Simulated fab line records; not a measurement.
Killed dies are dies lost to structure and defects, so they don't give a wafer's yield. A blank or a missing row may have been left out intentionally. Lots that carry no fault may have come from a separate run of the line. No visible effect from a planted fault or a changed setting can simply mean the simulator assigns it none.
Which tool was responsible? :: flow gf180mcu :: Sampling: 12 lots, 36 wafers, 6 of 602 route steps

## WHAT THE GAUGES SHOWED, per wafer
GF_VT_IMPLANT_RS_MEAS_47: a four-point-probe measurement. Usual: for NWELL_RS the level is 487.9 ohm/sq and the standard deviation is 1.4.
lot: L298
measured: day 7 13:37
on: film_metro-02
NWELL_RS (ohm/sq): 486.8 487.6 487.0
flag: 

lot: L299
measured: day 7 21:25
on: film_metro-03
NWELL_RS (ohm/sq): 488.2 488.2 486.6
flag: 

lot: L300
measured: day 8 01:55
on: film_metro-03
NWELL_RS (ohm/sq): 485.7 486.7 487.8
flag: 

lot: L301
measured: day 8 13:02
on: film_metro-03
NWELL_RS (ohm/sq): 486.8 487.0 486.6
flag: 

lot: L302
measured: day 8 19:16
on: film_metro-03
NWELL_RS (ohm/sq): 487.6 488.0 489.0
flag: 

lot: L303
measured: day 8 22:46
on: film_metro-02
NWELL_RS (ohm/sq): 488.3 487.2 488.1
flag: 

lot: L310
measured: day 11 13:22
on: film_metro-01
NWELL_RS (ohm/sq): 493.9 495.4 494.8 494.2 496.5 494.2
flag: OFF

lot: L312
measured: day 11 21:26
on: film_metro-03
NWELL_RS (ohm/sq): 493.1 494.9 496.3 494.0 495.5 495.1
flag: OFF

lot: L311
measured: day 11 21:58
on: film_metro-02
NWELL_RS (ohm/sq): 490.7 488.4 490.5
flag: 

lot: L313
measured: day 12 04:14
on: film_metro-02
NWELL_RS (ohm/sq): 489.5 487.9 488.6
flag: 

lot: L315
measured: day 12 20:44
on: film_metro-02
NWELL_RS (ohm/sq): 486.7 488.7 486.4
flag: 

lot: L319
measured: day 13 10:23
on: film_metro-02
NWELL_RS (ohm/sq): 490.8 489.8 489.5
flag: 

GF_VT_IMPLANT_RS_MEAS_48: a four-point-probe measurement. Usual: for LVPWELL_RS the level is 1198 ohm/sq and the standard deviation is 3.9.
lot: L298
measured: day 7 13:44
on: film_metro-02
LVPWELL_RS (ohm/sq): 1196 1194 1199
flag: 

lot: L299
measured: day 7 21:32
on: film_metro-03
LVPWELL_RS (ohm/sq): 1192 1193 1192
flag: 

lot: L300
measured: day 8 02:02
on: film_metro-03
LVPWELL_RS (ohm/sq): 1192 1189 1194
flag: 

lot: L301
measured: day 8 13:09
on: film_metro-03
LVPWELL_RS (ohm/sq): 1198 1197 1197
flag: 

lot: L302
measured: day 8 19:23
on: film_metro-03
LVPWELL_RS (ohm/sq): 1190 1191 1195
flag: 

lot: L303
measured: day 8 22:53
on: film_metro-02
LVPWELL_RS (ohm/sq): 1197 1196 1190
flag: 

lot: L310
measured: day 11 16:20
on: film_metro-01
LVPWELL_RS (ohm/sq): 1200 1200 1200
flag: 

lot: L312
measured: day 12 06:30
on: film_metro-03
LVPWELL_RS (ohm/sq): 1200 1201 1198
flag: 

lot: L311
measured: day 11 22:05
on: film_metro-02
LVPWELL_RS (ohm/sq): 1196 1203 1198
flag: 

lot: L313
measured: day 12 04:21
on: film_metro-02
LVPWELL_RS (ohm/sq): 1204 1203 1201
flag: 

lot: L315
measured: day 12 20:52
on: film_metro-02
LVPWELL_RS (ohm/sq): 1199 1203 1206
flag: 

lot: L319
measured: day 13 10:30
on: film_metro-02
LVPWELL_RS (ohm/sq): 1198 1197 1194
flag: 

GF_V4_THK_MEAS_03. Usual: for V4_CVD_02_THK the level is 849 nm and the standard deviation is 12.
lot: L298
measured: day 23 10:26
on: film_metro-02
V4_CVD_02_THK (nm): 856 872 876
flag: 

lot: L299
measured: day 23 19:30
on: film_metro-01
V4_CVD_02_THK (nm): 836 840 844
flag: 

lot: L300
measured: day 24 02:35
on: film_metro-03
V4_CVD_02_THK (nm): 835 848 839
flag: 

lot: L301
measured: day 24 17:14
on: film_metro-01
V4_CVD_02_THK (nm): 834 845 851
flag: 

lot: L302
measured: day 25 00:51
on: film_metro-01
V4_CVD_02_THK (nm): 819 829 843
flag: 

lot: L303
measured: day 25 08:08
on: film_metro-01
V4_CVD_02_THK (nm): 841 839 856
flag: 

lot: L310
measured: day 28 09:43
on: film_metro-01
V4_CVD_02_THK (nm): 846 862 852
flag: 

lot: L312
measured: day 28 15:34
on: film_metro-01
V4_CVD_02_THK (nm): 822 847 843
flag: 

lot: L311
measured: day 28 16:38
on: film_metro-02
V4_CVD_02_THK (nm): 839 852 839
flag: 

lot: L313
measured: day 28 21:43
on: film_metro-03
V4_CVD_02_THK (nm): 851 842 868
flag: 

lot: L315
measured: day 29 17:35
on: film_metro-03
V4_CVD_02_THK (nm): 853 873 868
flag: 

lot: L319
measured: day 30 04:05
on: film_metro-02
V4_CVD_02_THK (nm): 840 853 867
flag: 

## EACH LOT AND THE TOOL THAT RAN IT (in order: tool; ch and the chambers of the sampled wafers; start)
lot: L298
GF_NWELL_IMPLANT_08: implanter-02 ch 0, day 3 09:08
GF_M3_SPUTTER_01: pvd_sputter-03, day 20 07:33
GF_V3_SPUTTER_22: pvd_sputter-02, day 22 09:07

lot: L299
GF_NWELL_IMPLANT_08: implanter-01 ch 0, day 3 15:08
GF_M3_SPUTTER_01: pvd_sputter-01, day 20 16:22
GF_V3_SPUTTER_22: pvd_sputter-01, day 22 18:32

lot: L300
GF_NWELL_IMPLANT_08: implanter-01 ch 0, day 3 19:05
GF_M3_SPUTTER_01: pvd_sputter-01, day 21 01:10
GF_V3_SPUTTER_22: pvd_sputter-02, day 23 01:41

lot: L301
GF_NWELL_IMPLANT_08: implanter-02 ch 0, day 4 03:40
GF_M3_SPUTTER_01: pvd_sputter-04, day 21 15:37
GF_V3_SPUTTER_22: pvd_sputter-02, day 23 16:42

lot: L302
GF_NWELL_IMPLANT_08: implanter-02 ch 0, day 4 08:50
GF_M3_SPUTTER_01: pvd_sputter-03, day 22 01:19
GF_V3_SPUTTER_22: pvd_sputter-01, day 24 00:59

lot: L303
GF_NWELL_IMPLANT_08: implanter-01 ch 0, day 4 11:47
GF_M3_SPUTTER_01: pvd_sputter-03, day 22 07:55
GF_V3_SPUTTER_22: pvd_sputter-01, day 24 08:33

lot: L310
GF_NWELL_IMPLANT_08: implanter-02 ch 0, day 6 10:59
GF_M3_SPUTTER_01: pvd_sputter-01, day 25 15:30
GF_V3_SPUTTER_22: pvd_sputter-04, day 27 11:54

lot: L312
GF_NWELL_IMPLANT_08: implanter-02 ch 0, day 6 18:22
GF_M3_SPUTTER_01: pvd_sputter-03, day 25 22:29
GF_V3_SPUTTER_22: pvd_sputter-04, day 27 18:07

lot: L311
GF_NWELL_IMPLANT_08: implanter-04 ch 0, day 6 18:32
GF_M3_SPUTTER_01: pvd_sputter-01, day 25 23:33
GF_V3_SPUTTER_22: pvd_sputter-02, day 27 18:28

lot: L313
GF_NWELL_IMPLANT_08: implanter-04 ch 0, day 7 01:25
GF_M3_SPUTTER_01: pvd_sputter-03, day 26 06:02
GF_V3_SPUTTER_22: pvd_sputter-01, day 28 00:31

lot: L315
GF_NWELL_IMPLANT_08: implanter-01 ch 0, day 7 12:25
GF_M3_SPUTTER_01: pvd_sputter-01, day 27 02:32
GF_V3_SPUTTER_22: pvd_sputter-04, day 28 20:59

lot: L319
GF_NWELL_IMPLANT_08: implanter-04 ch 0, day 8 01:25
GF_M3_SPUTTER_01: pvd_sputter-01, day 27 13:46
GF_V3_SPUTTER_22: pvd_sputter-04, day 29 07:41
- GF_NWELL_IMPLANT_08
- GF_M3_SPUTTER_01: material TiN, target thk 30 nm, time 25 s.
- GF_V3_SPUTTER_22: material TiN, target thk 10 nm, time 40 s.

## WHAT THE TOOLS THEMSELVES READ (means of the sampled wafers that have a number; where no wafer has one, the mark that the record gives instead)
GF_NWELL_IMPLANT_08. Usual: beam_energy_keV 449.97, standard deviation 0.14; beam_on_s 9.97 s, standard deviation 0.21; dose_ions_cm2 1.4999e+13, standard deviation 1.6e+10; faraday_current_uA 84.8, standard deviation 1.8.
lot: L298
tool: implanter-02
beam_energy_keV: 450.16
beam_on_s (s): 9.94
dose_ions_cm2: 1.4999e+13
faraday_current_uA: 85.0
flag: 

lot: L299
tool: implanter-01
beam_energy_keV: 450.11
beam_on_s (s): 9.97
dose_ions_cm2: 1.4995e+13
faraday_current_uA: 84.8
flag: 

lot: L300
tool: implanter-01
beam_energy_keV: 449.95
beam_on_s (s): 9.96
dose_ions_cm2: 1.4998e+13
faraday_current_uA: 84.7
flag: 

lot: L301
tool: implanter-02
beam_energy_keV: 449.98
beam_on_s (s): 10.17
dose_ions_cm2: 1.4997e+13
faraday_current_uA: 83.1
flag: 

lot: L302
tool: implanter-02
beam_energy_keV: 449.89
beam_on_s (s): 9.90
dose_ions_cm2: 1.5013e+13
faraday_current_uA: 85.6
flag: 

lot: L303
tool: implanter-01
beam_energy_keV: 450.11
beam_on_s (s): 9.79
dose_ions_cm2: 1.4987e+13
faraday_current_uA: 86.5
flag: 

lot: L310
tool: implanter-02
beam_energy_keV: 413.33
beam_on_s (s): 9.86
dose_ions_cm2: 1.5010e+13
faraday_current_uA: 85.5
flag: OFF

lot: L312
tool: implanter-02
beam_energy_keV: 413.54
beam_on_s (s): 10.16
dose_ions_cm2: 1.4981e+13
faraday_current_uA: 83.5
flag: OFF

lot: L311
tool: implanter-04
beam_energy_keV: 450.02
beam_on_s (s): 9.78
dose_ions_cm2: 1.4992e+13
faraday_current_uA: 86.2
flag: 

lot: L313
tool: implanter-04
beam_energy_keV: 449.90
beam_on_s (s): 10.02
dose_ions_cm2: 1.5016e+13
faraday_current_uA: 84.4
flag: 

lot: L315
tool: implanter-01
beam_energy_keV: 450.10
beam_on_s (s): 9.92
dose_ions_cm2: 1.4985e+13
faraday_current_uA: 85.5
flag: 

lot: L319
tool: implanter-04
beam_energy_keV: 449.93
beam_on_s (s): 10.17
dose_ions_cm2: 1.4994e+13
faraday_current_uA: 83.0
flag: 

GF_M3_SPUTTER_01. Usual: throttle_valve_pct reads 30.4 % (standard deviation 1.2).
lot: L298
tool: pvd_sputter-03
throttle_valve_pct (%): 30.9
flag: 

lot: L299
tool: pvd_sputter-01
throttle_valve_pct (%): 29.5
flag: 

lot: L300
tool: pvd_sputter-01
throttle_valve_pct (%): 29.5
flag: 

lot: L301
tool: pvd_sputter-04
throttle_valve_pct (%): 29.8
flag: 

lot: L302
tool: pvd_sputter-03
throttle_valve_pct (%): 31.0
flag: 

lot: L303
tool: pvd_sputter-03
throttle_valve_pct (%): 31.4
flag: 

lot: L310
tool: pvd_sputter-01
throttle_valve_pct (%): 30.6
flag: 

lot: L312
tool: pvd_sputter-03
throttle_valve_pct (%): 31.2
flag: 

lot: L311
tool: pvd_sputter-01
throttle_valve_pct (%): 29.6
flag: 

lot: L313
tool: pvd_sputter-03
throttle_valve_pct (%): 31.0
flag: 

lot: L315
tool: pvd_sputter-01
throttle_valve_pct (%): 30.3
flag: 

lot: L319
tool: pvd_sputter-01
throttle_valve_pct (%): 30.2
flag: 

GF_V3_SPUTTER_22. Usual: throttle_valve_pct reads 30.4 % (standard deviation 0.79).
lot: L298
tool: pvd_sputter-02
throttle_valve_pct (%): 30.5
flag: 

lot: L299
tool: pvd_sputter-01
throttle_valve_pct (%): 29.4
flag: 

lot: L300
tool: pvd_sputter-02
throttle_valve_pct (%): 30.6
flag: 

lot: L301
tool: pvd_sputter-02
throttle_valve_pct (%): 31.0
flag: 

lot: L302
tool: pvd_sputter-01
throttle_valve_pct (%): 30.0
flag: 

lot: L303
tool: pvd_sputter-01
throttle_valve_pct (%): 30.4
flag: 

lot: L310
tool: pvd_sputter-04
throttle_valve_pct (%): 31.0
flag: 

lot: L312
tool: pvd_sputter-04
throttle_valve_pct (%): 29.6
flag: 

lot: L311
tool: pvd_sputter-02
throttle_valve_pct (%): 30.7
flag: 

lot: L313
tool: pvd_sputter-01
throttle_valve_pct (%): 29.7
flag: 

lot: L315
tool: pvd_sputter-04
throttle_valve_pct (%): 30.2
flag: 

lot: L319
tool: pvd_sputter-04
throttle_valve_pct (%): 30.0
flag: 

## THE ANSWER, worked out from the rows above alone
Rule: lot off if the mean of its wafers having a number is beyond 3 standard deviations from the usual mean. Also off: a lot with no number at a reading for which 4 or more lots have one. The other lots that the step has rows for count as sound. After the gauges, taken in route order, come the tools' own readings; for these a lot's mean is taken, as printed above. At the first step where some lot is off, the reading lying furthest off is the one used; lots without a number count as furthest.
Off: L310, L312, seen at GF_VT_IMPLANT_RS_MEAS_47 (NWELL_RS).
A tool fits if, at a process step before that reading, it ran every lot that is off, and no sound lot after the first of them. Not tried: the gauges at GF_VT_IMPLANT_RS_MEAS_47; whatever is off there is also off at GF_NWELL_IMPLANT_08, on other tools, and gauge error can't account for it. One fits: GF_NWELL_IMPLANT_08 on implanter-02. A fault onset in the window from L302 (day 4 08:50, its last sound lot) to L310 (day 6 10:59, its first lot off) fits.
On the lots that are off, the tool's own readings at GF_NWELL_IMPLANT_08 differ by more than 5 times the standard deviation of the sound lots' means, which bears it out; beam_energy_keV reads 413.44 there versus 450.01 on the sound lots.

## WHAT THE SIMULATOR HAD PUT IN
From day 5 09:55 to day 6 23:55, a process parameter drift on implanter-02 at GF_NWELL_IMPLANT_08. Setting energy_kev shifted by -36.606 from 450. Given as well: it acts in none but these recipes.
Shown lots that were struck: L310, L312. The rule above reached the same finding.
